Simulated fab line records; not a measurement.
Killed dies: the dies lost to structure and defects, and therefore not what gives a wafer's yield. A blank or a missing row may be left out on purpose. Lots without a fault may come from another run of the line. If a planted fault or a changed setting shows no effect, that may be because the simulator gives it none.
The tool behind it: which one?    flow gf180mcu    at 1 step of a route of 602, 11 lots with 32 wafers sampled

== WHAT THE GAUGES READ, wafer by wafer ==
GF_V5_THK_MEAS_01.
lot   measured      on             V5_CVD_00_THK (nm)
L345  day 26 07:38  film metro-01  301 305 304
L347  day 27 02:22  film metro-02  300 294 297
L349  day 27 15:15  film metro-02  296 296 297
L350  day 27 21:42  film metro-01  302 298 302
L352  day 28 12:14  film metro-03  290 289 289
L353  day 28 20:18  film metro-01  304 305 302
L354  day 29 04:58  film metro-01  301 303 301
L361  day 31 07:56  film metro-02  298 294
L365  day 31 23:50  film metro-02  298 300 300
L366  day 32 06:59  film metro-02  307 309 302
L367  day 32 14:25  film metro-03  300 304 304

== EACH LOT AND THE TOOL THAT RAN IT (in order: tool; ch and the chambers of the sampled wafers; start) ==
Before these readings, the record contains no process step.

== WHAT THE TOOLS THEMSELVES READ (means of the sampled wafers that have a number; where no wafer has one, the mark that the record gives instead) ==
The record holds no such reading with a usual standard deviation.

== THE ANSWER, worked out from the rows above alone ==
Rule: the usual values come from the lots themselves. Put in order of their means at a reading, lots are off if they are a third of the lots or fewer, leave a main group of 4 or more, and stand apart from it by a gap of 3 or more times the standard deviation of the main group's means; of several such gaps the widest counts. A main group whose means are all the same, to the digits that the tables above print for the reading, isn't used. Also off: a lot with no number at a reading for which 4 or more lots have one. The other lots that the step has rows for count as sound. First the gauges in route order, then the tools' own readings, where a lot's mean is used as printed above. At the first step where some lot is off, the reading lying furthest off is the one used; lots without a number count as furthest.
No lot is off on any of the readings shown, so nothing can be concluded from this.

== WHAT THE SIMULATOR HAD PUT IN ==
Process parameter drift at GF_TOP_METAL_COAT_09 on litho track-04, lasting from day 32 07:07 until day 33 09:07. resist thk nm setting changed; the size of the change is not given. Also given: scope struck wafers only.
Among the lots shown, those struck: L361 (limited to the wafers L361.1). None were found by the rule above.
